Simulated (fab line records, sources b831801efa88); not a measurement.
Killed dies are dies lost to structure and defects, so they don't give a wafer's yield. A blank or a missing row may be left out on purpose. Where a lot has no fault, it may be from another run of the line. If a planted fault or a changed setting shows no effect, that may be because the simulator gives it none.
One fault through the eyes of 2 desks	flow gf180mcu	only its own numbers are on each desk; what lay behind them is given at the end

## FOR THE TOOL OWNER'S DESK: implanter-04
GF_LVPWELL_IMPLANT_09, tool's own readings: per-lot mean of the sampled wafers with a number, covering each lot this tool ran. Marked OUT: a lot whose mean sits more than 4 standard deviations from the usual mean, which makes it out of limits; the brackets give that distance.
Columns: A = dose ions cm2 at GF_LVPWELL_IMPLANT_09, usual 5.001e+12; B = faraday current uA at GF_LVPWELL_IMPLANT_09, usual 28.3; C = tilt deg at GF_LVPWELL_IMPLANT_09, usual 0.002 degrees
lot	first seen here	A	B	C
L178	day 3 21:33	5.004e+12	28.4	0.001
L180	day 4 06:37	4.998e+12	27.8	-0.001
L183	day 5 01:19	5.002e+12	27.6	0.003
L196	day 8 02:28	5.459e+12 (+79) OUT	30.6	0.024
L199	day 8 20:30	5.464e+12 (+80) OUT	31.1 (+4.7) OUT	0.022
Finding of this desk: L196, L199 out of limits; the first was L196 at day 8 02:28, on dose ions cm2 at GF_LVPWELL_IMPLANT_09. L178, L180, L183: within limits.

## THE METROLOGY DESK
What the gauges read for every lot (on any tool): the sampled wafers with a number, averaged. Marked OUT: a lot whose mean sits more than 4 standard deviations from the usual mean, which makes it out of limits; the brackets give that distance.
Columns: A = LVPWELL_RS at GF_VT_IMPLANT_RS_MEAS_48, usual 1199 ohm/sq; B = MVPSD_RS at GF_VT_IMPLANT_RS_MEAS_49, usual 1171 ohm/sq
lot	first seen here	A	B
L178	day 7 14:45	1197	1174
L180	day 8 00:49	1201	1170
L182	day 8 13:41	1200	1169
L183	day 8 23:57	1200	1173
L188	day 10 08:56	1199	1171
L189	day 10 15:25	1199	1167
L190	day 10 22:00	1198	1172
L192	day 11 10:05	1198	1171
L196	day 12 13:58	1180 (-6.0) OUT	1170
L197	day 12 21:13	1199	1171
L199	day 13 10:10	1177 (-7.2) OUT	1172
L201	day 14 02:13	1194	1172
This desk reports L196, L199 out of limits; the earliest was L196 at day 12 13:58 (LVPWELL_RS at GF_VT_IMPLANT_RS_MEAS_48). L178, L180, L182, L183, L188, L189, L190, L192, L197, L201: within limits.

## ALL TOGETHER
The tool owner's desk had the chance to raise an alarm at day 8 02:28 on L196, L199.
An alarm was possible from the metrology desk at day 12 13:58, on L196, L199.
GF_LVPWELL_IMPLANT_09 was run on implanter-04 by each of the lots named.

## WHAT HAD BEEN PUT IN BY THE SIMULATOR
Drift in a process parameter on implanter-04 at GF_LVPWELL_IMPLANT_09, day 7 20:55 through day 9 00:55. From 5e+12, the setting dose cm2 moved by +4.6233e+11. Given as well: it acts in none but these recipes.
Lots struck among those shown: L196, L199.
Counting hours from when the fault started, the first reading out of limits came at 6 for the tool owner's desk and at 113 for the metrology desk.
